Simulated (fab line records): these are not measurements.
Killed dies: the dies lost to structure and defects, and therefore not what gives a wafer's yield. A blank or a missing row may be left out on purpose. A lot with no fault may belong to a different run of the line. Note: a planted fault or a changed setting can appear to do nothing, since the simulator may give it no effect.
The tool behind it: which one? -- flow gf180mcu -- 13 lots with 39 wafers sampled at 3 steps, on a route of 602 steps

WHAT EACH GAUGE READ, for each wafer
GF_STI_THK_MEAS_22. Usual: for STI_OXIDATION_01_THK the level is 14.97 nm and the standard deviation is 0.27.
lot,measured,on,STI_OXIDATION_01_THK (nm),flag
L627,day 2 03:34,film_metro-02,15.34 15.34 15.21,
L629,day 2 21:49,film_metro-01,15.09 15.22 15.07,
L630,day 3 00:19,film_metro-01,14.50 14.23 14.43,
L631,day 3 02:06,film_metro-04,15.10 15.32 15.18,
L632,day 3 02:06,film_metro-02,14.92 15.31 15.00,
L633,day 3 06:10,film_metro-04,15.22 15.39 15.21,
L634,day 3 15:31,film_metro-01,14.96 14.89 14.92,
L636,day 4 02:17,film_metro-02,14.66 14.51 14.87,
L637,day 4 08:48,film_metro-04,14.82 14.76 14.67,
L639,day 4 18:03,film_metro-01,14.64 14.88 14.99,
L641,day 5 06:56,film_metro-02,15.01 14.94 15.10,
L644,day 5 18:20,film_metro-02,15.40 15.27 15.31,
L648,day 6 15:32,film_metro-01,14.97 15.06 15.14,

GF_DNWELL_TW_MEAS_09. Usual: for DNWELL_TW the level is 1346 and the standard deviation is 10.
lot,measured,on,DNWELL_TW,flag
L627,day 2 17:51,film_metro-02,1350 1343 1350,
L629,day 3 14:40,film_metro-01,1332 1331 1325,
L630,day 3 16:14,film_metro-01,1336 1334 1341,
L631,day 3 18:56,film_metro-03,1349 1354 1350,
L632,day 3 18:43,film_metro-01,1321 1334 1327,
L633,day 3 23:38,film_metro-02,1346 1350 1347,
L634,day 4 07:43,film_metro-01,1349 1342 1341,
L636,day 4 20:08,film_metro-03,1340 1341 1343,
L637,day 5 02:10,film_metro-03,1342 1356 1353,
L639,day 5 10:59,film_metro-02,1355 1348 1345,
L641,day 6 01:05,film_metro-03,1354 1351 1354,
L644,day 6 12:55,film_metro-03,1358 1356 1350,
L648,day 7 12:23,film_metro-02,1365 1358 1363,

GF_NWELL_TW_MEAS_11. Usual: for NWELL_TW the level is 1583 and the standard deviation is 21.
lot,measured,on,NWELL_TW,flag
L627,day 3 01:20,film_metro-04,1593 1609 1601,
L629,day 4 04:15,film_metro-01,1565 1562 1559,
L630,day 4 05:44,film_metro-04,1605 1613 1600,
L631,day 4 09:02,film_metro-03,1569 1569 1571,
L632,day 4 08:45,film_metro-01,1553 1558 1555,
L633,day 4 13:33,film_metro-04,1607 1606 1604,
L634,day 4 21:10,film_metro-01,1558 1562 1556,
L636,day 5 10:35,film_metro-04,1601 1600 1606,
L637,day 5 15:33,film_metro-04,1603 1610 1625,
L639,day 6 01:48,film_metro-03,1581 1585 1573,
L641,day 6 17:24,film_metro-03,1584 1585 1586,
L644,day 7 05:04,film_metro-01,1551 1554 1566,
L648,day 8 05:51,film_metro-04,1593 1602 1600,

TOOL THAT RAN EACH LOT (tool first, then ch and the chambers of the sampled wafers, then the start)
There is no process step in the record ahead of these readings.

WHAT THE TOOLS THEMSELVES READ (means of the sampled wafers that have a number; where no wafer has one, the mark that the record gives instead)
The record holds no such reading with a usual standard deviation.

THE ANSWER, worked out from the rows above alone
Rule: a lot counts as off when the mean over its wafers that have a number is more than 3 standard deviations away from the usual mean. A lot without any number at a reading at which 4 lots or more have one is off too. All remaining lots with rows at the step are treated as sound. First the gauges in route order, then the tools' own readings, where a lot's mean is used as printed above. The first step at which some lot is off is used, and at that step the reading that is off furthest; a lot without a number counts as furthest.
No lot is off on any of the readings shown, so nothing can be concluded from this.

WHAT WAS PUT IN BY THE SIMULATOR
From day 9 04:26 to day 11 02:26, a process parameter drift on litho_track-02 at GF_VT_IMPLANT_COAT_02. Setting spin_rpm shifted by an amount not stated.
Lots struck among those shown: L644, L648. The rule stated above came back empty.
